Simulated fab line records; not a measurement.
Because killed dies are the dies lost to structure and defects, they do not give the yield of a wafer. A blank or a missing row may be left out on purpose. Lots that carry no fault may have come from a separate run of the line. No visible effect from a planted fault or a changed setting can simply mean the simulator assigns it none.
Chamber matching + flow gf180mcu + GF_V4_CMP_04 on cmp-02 has 4 sister chambers
The step polishes SiO2. 27 wafers are shown with their chamber, then 12 later ones without.

WAFERS WITH THEIR CHAMBER
| wafer  | chamber | motor-current-A (A) | slurry-flow-ml-min | time-to-endpoint-s (s) |
|--------|---------|---------------------|--------------------|------------------------|
| L075.1 | 3       | 13.1                | 149.1              | 79                     |
| L075.3 | 2       | 10.6                | 150.4              | 82                     |
| L075.5 | 1       | 11.9                | 149.5              | 88                     |
| L076.1 | 2       | 10.3                | 150.2              | 79                     |
| L076.4 | 1       | 12.1                | 150.5              | 82                     |
| L076.6 | 1       | 12.2                | 150.0              | 81                     |
| L077.1 | 2       | 10.1                | 150.3              | 87                     |
| L077.3 | 1       | 12.2                | 150.1              | 89                     |
| L077.4 | 3       | 13.3                | 149.5              | 96                     |
| L078.3 | 3       | 14.3                | 149.7              | 85                     |
| L078.4 | 2       | 10.5                | 149.8              | 89                     |
| L078.5 | 0       | 13.1                | 149.7              | 93                     |
| L079.3 | 0       | 12.8                | 149.8              | 79                     |
| L079.5 | 0       | 13.6                | 150.2              | 82                     |
| L079.6 | 3       | 12.9                | 149.9              | 84                     |
| L080.3 | 1       | 12.1                | 150.4              | 79                     |
| L080.5 | 0       | 12.7                | 150.0              | 82                     |
| L080.6 | 3       | 13.7                | 150.3              | 81                     |
| L083.1 | 3       | 14.2                | 150.4              | 76                     |
| L083.4 | 0       | 13.1                | 149.2              | 82                     |
| L083.6 | 0       | 12.9                | 150.2              | 83                     |
| L085.1 | 3       | 13.6                | 150.2              | 75                     |
| L085.3 | 2       | 10.7                | 150.7              | 75                     |
| L085.6 | 2       | 10.7                | 150.2              | 76                     |
| L088.2 | 2       | 10.5                | 150.7              | 73                     |
| L088.4 | 1       | 12.0                | 150.4              | 90                     |
| L088.5 | 3       | 14.0                | 150.3              | 86                     |

SIGNATURES (means of the wafers above)
| reading            | chamber 0 | chamber 1 | chamber 2 | chamber 3 | scatter within a chamber |
|--------------------|-----------|-----------|-----------|-----------|--------------------------|
| motor-current-A    | 13.033    | 12.083    | 10.486    | 13.637    | 0.343                    |
| slurry-flow-ml-min | 149.850   | 150.150   | 150.329   | 149.925   | 0.39                     |
| time-to-endpoint-s | 83.50     | 84.83     | 80.14     | 82.75     | 5.78                     |
Rule: a wafer's distance from a chamber is the root of the sum, over the readings, of the square of ((its reading less the chamber's mean) divided by the reading's scatter). If the next closest chamber is less than 2 further off than the closest, the wafer can't be placed; otherwise it belongs to the closest. How the scatter is found: for the shown wafers, subtract from each reading the mean of its chamber, square and add these, divide the total by (wafers less chambers), then take the root.

WAFERS WHOSE CHAMBER IS MISSING
| wafer  | motor-current-A (A) | slurry-flow-ml-min | time-to-endpoint-s (s) |
|--------|---------------------|--------------------|------------------------|
| L091.2 | 13.9                | 149.7              | 75                     |
| L091.4 | 12.8                | 150.7              | 83                     |
| L091.5 | 13.2                | 150.3              | 82                     |
| L094.1 | 13.8                | 149.4              | 81                     |
| L094.2 | 13.2                | 150.4              | 75                     |
| L094.3 | 12.2                | 150.0              | 79                     |
| L095.1 | 11.8                | 150.1              | 87                     |
| L095.4 | 13.1                | 150.1              | 85                     |
| L095.6 | 13.1                | 150.2              | 90                     |
| L096.1 | 12.8                | 149.6              | 80                     |
| L096.2 | 13.9                | 151.1              | 83                     |
| L096.3 | 13.5                | 150.9              | 80                     |

WHICH CHAMBER EACH WENT THROUGH
| wafer  | from the rows above          | in truth |
|--------|------------------------------|----------|
| L091.2 | can't be placed: 3 or 0      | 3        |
| L091.4 | can't be placed: 0 or 1 or 3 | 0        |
| L091.5 | can't be placed: 0 or 3      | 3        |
| L094.1 | can't be placed: 3 or 0      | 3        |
| L094.2 | can't be placed: 0 or 3 or 1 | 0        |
| L094.3 | can't be placed: 1 or 0      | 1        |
| L095.1 | 1                            | 1        |
| L095.4 | can't be placed: 0 or 3      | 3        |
| L095.6 | can't be placed: 0 or 3 or 1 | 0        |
| L096.1 | can't be placed: 0 or 3 or 1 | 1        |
| L096.2 | can't be placed: 3 or 0      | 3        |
| L096.3 | can't be placed: 3 or 0      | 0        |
1 of 12 placed correctly. Unplaceable from these rows: 11, with the true chamber sitting among the candidates in 11. Number placed wrongly: 0.
